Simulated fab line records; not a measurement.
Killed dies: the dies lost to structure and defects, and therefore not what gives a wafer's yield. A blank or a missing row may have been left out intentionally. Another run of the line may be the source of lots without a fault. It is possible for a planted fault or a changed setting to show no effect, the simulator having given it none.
Matching of chambers    flow gf180mcu    GF_V5_CMP_04 on cmp-01: 4 sister chambers
The step polishes SiO2. 8 wafers are shown with their chamber, then 9 later ones without.

== WAFERS, EACH WITH ITS CHAMBER ==
wafer   chamber  motor current A (A)  retaining ring pressure frac
L316.1  1        10.9                 1.005
L316.4  2        14.6                 1.006
L317.1  3        11.9                 1.002
L317.3  0        12.0                 0.997
L317.5  1        11.3                 0.988
L320.1  2        14.5                 0.997
L320.2  0        12.1                 0.996
L320.4  3        11.7                 0.996

== WAFERS WHOSE CHAMBER IS MISSING ==
wafer   motor current A (A)  retaining ring pressure frac
L323.2  10.8                 1.001
L323.5  12.0                 1.004
L323.6  11.9                 1.004
L327.1  14.3                 1.016
L327.2  11.6                 1.000
L327.5  12.0                 1.004
L331.3  11.9                 1.010
L331.5  12.4                 1.004
L331.6  11.7                 1.005

== WHICH CHAMBER EACH ONE RAN IN ==
wafer   from the rows above           in truth
L323.2  1                             1
L323.5  can't be placed: 0 or 3       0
L323.6  can't be placed: 3 or 0       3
L327.1  2                             2
L327.2  can't be placed: 3 or 0 or 1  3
L327.5  can't be placed: 0 or 3       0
L331.3  can't be placed: 3 or 0       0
L331.5  can't be placed: 0 or 3       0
L331.6  can't be placed: 3 or 0       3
Correctly placed: 2 of 9. Not placeable from these rows: 7 (in 7, the candidates include the true chamber). 0 placed wrongly.
How it was worked out, from the rows above alone: a wafer's distance from a chamber is the root of the sum, over the readings, of the square of ((its reading less the chamber's mean) divided by the reading's scatter). If the next closest chamber is less than 2 further off than the closest, the wafer can't be placed; otherwise it belongs to the closest. For every chamber, the mean is computed from those of its wafers that are shown. How the scatter is found: for the shown wafers, subtract from each reading the mean of its chamber, square and add these, divide the total by (wafers less chambers), then take the root.
